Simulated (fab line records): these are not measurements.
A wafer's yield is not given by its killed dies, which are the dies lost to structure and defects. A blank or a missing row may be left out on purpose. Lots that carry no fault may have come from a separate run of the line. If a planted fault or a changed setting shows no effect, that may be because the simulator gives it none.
Which tool was responsible? -- flow gf180mcu -- 15 lots with 45 wafers sampled at 3 steps, on a route of 602 steps

## WHAT EACH GAUGE READ, for each wafer
GF_M1_CD_MEAS_14 targets a cd of 230 nm. Usual: cd nm at 230.4 nm, with a standard deviation of 1.3.
lot,measured,on,cd nm (nm),flag
L544,day 16 23:54,cd sem-01,232.1 230.8 232.2,
L550,day 19 07:55,cd sem-01,231.6 231.1 231.8,
L552,day 19 23:03,cd sem-01,232.4 231.5 232.6,
L556,day 21 06:57,cd sem-02,230.6 231.5 230.0,
L557,day 22 04:04,cd sem-02,229.2 230.7 230.4,
L558,day 22 07:10,cd sem-02,233.3 232.7 232.3,
L559,day 22 13:51,cd sem-01,231.9 232.7 230.9,
L562,day 23 14:54,cd sem-02,231.5 232.2 230.9,
L564,day 24 11:10,cd sem-01,227.8 229.7 229.2,
L565,day 24 16:36,cd sem-02,228.9 229.0 229.6,
L566,day 24 21:07,cd sem-02,228.7 228.9 229.4,
L567,day 25 02:01,cd sem-01,230.8 231.5 231.5,

## WHICH TOOL RAN EACH LOT (tool, then ch and the chambers of the sampled wafers, then the start)
lot,GF_STI_EXPOSE_09,GF_M1_SPUTTER_00
L544,"krf scanner-01 ch 0, day 1 19:38","pvd sputter-03, day 16 01:33"
L546,"krf scanner-02, day 2 05:41",-
L547,"krf scanner-02, day 2 12:31",-
L548,"krf scanner-02, day 2 15:25",-
L550,"krf scanner-01 ch 0, day 3 01:59","pvd sputter-01, day 18 07:27"
L552,"krf scanner-02 ch 0, day 3 12:16","pvd sputter-02, day 18 21:53"
L556,"krf scanner-02 ch 0, day 4 07:57","pvd sputter-03, day 20 07:11"
L557,"krf scanner-01 ch 0, day 4 15:45","pvd sputter-03, day 21 04:12"
L558,"krf scanner-02 ch 0, day 4 19:21","pvd sputter-03, day 21 07:33"
L559,"krf scanner-01 ch 0, day 4 23:26","pvd sputter-02, day 21 14:07"
L562,"krf scanner-02 ch 0, day 5 15:37","pvd sputter-01, day 22 15:36"
L564,"krf scanner-01 ch 0, day 6 03:47","pvd sputter-01, day 23 12:27"
L565,"krf scanner-01 ch 0, day 6 06:48","pvd sputter-02, day 23 17:27"
L566,"krf scanner-02 ch 0, day 6 10:56","pvd sputter-01, day 23 21:48"
L567,"krf scanner-02 ch 0, day 6 16:40","pvd sputter-01, day 24 03:51"
- GF_STI_EXPOSE_09: exposes mask COMP, target cd 220 nm.
- GF_M1_SPUTTER_00: material Ti, target thk 37.5 nm, time 150 s.

## AS READ BY THE TOOLS THEMSELVES (means over the sampled wafers that have a number; for cases with no such wafer, the mark the record gives instead)
GF_STI_EXPOSE_09. Usual: exposure dose mJ cm2 28.31, standard deviation 0.3; focus offset nm -0.1 nm, standard deviation 0.54.
lot,tool,exposure dose mJ cm2,focus offset nm (nm),flag
L544,krf scanner-01,27.95,0.2,
L546,krf scanner-02,-,-,OFF
L547,krf scanner-02,-,-,OFF
L548,krf scanner-02,-,-,OFF
L550,krf scanner-01,28.04,-0.3,
L552,krf scanner-02,28.56,-0.4,
L556,krf scanner-02,28.57,-0.0,
L557,krf scanner-01,27.95,0.5,
L558,krf scanner-02,28.54,-0.7,
L559,krf scanner-01,27.97,0.4,
L562,krf scanner-02,28.57,-0.4,
L564,krf scanner-01,27.99,-0.1,
L565,krf scanner-01,27.99,0.0,
L566,krf scanner-02,28.56,0.6,
L567,krf scanner-02,28.59,-0.3,

GF_M1_SPUTTER_00. Usual: throttle valve pct at 30.1 %, with a standard deviation of 1.1.
lot,tool,throttle valve pct (%),flag
L544,pvd sputter-03,30.7,
L550,pvd sputter-01,30.7,
L552,pvd sputter-02,29.2,
L556,pvd sputter-03,30.5,
L557,pvd sputter-03,29.1,
L558,pvd sputter-03,30.2,
L559,pvd sputter-02,29.9,
L562,pvd sputter-01,30.6,
L564,pvd sputter-01,30.1,
L565,pvd sputter-02,29.5,
L566,pvd sputter-01,30.5,
L567,pvd sputter-01,30.0,

## THE ANSWER, worked out from the rows above alone
Rule: lot off if the mean of its wafers having a number is beyond 3 standard deviations from the usual mean. A lot without any number at a reading at which 4 lots or more have one is off too. Where the step has rows for the other lots, those lots are counted as sound. First the gauges in route order, then the tools' own readings, where a lot's mean is used as printed above. The first step at which some lot is off is used, and at that step the reading that is off furthest; a lot without a number counts as furthest.
Off: L546, L547, L548, at GF_STI_EXPOSE_09 (exposure dose mJ cm2). Without a number there: L546, L547, L548.
If a tool, at that step or one of the process steps before it, ran each lot that is off and ran no sound lot following the first of them, it fits. Not one of the candidates tried fits.

## WHAT THE SIMULATOR HAD PUT IN
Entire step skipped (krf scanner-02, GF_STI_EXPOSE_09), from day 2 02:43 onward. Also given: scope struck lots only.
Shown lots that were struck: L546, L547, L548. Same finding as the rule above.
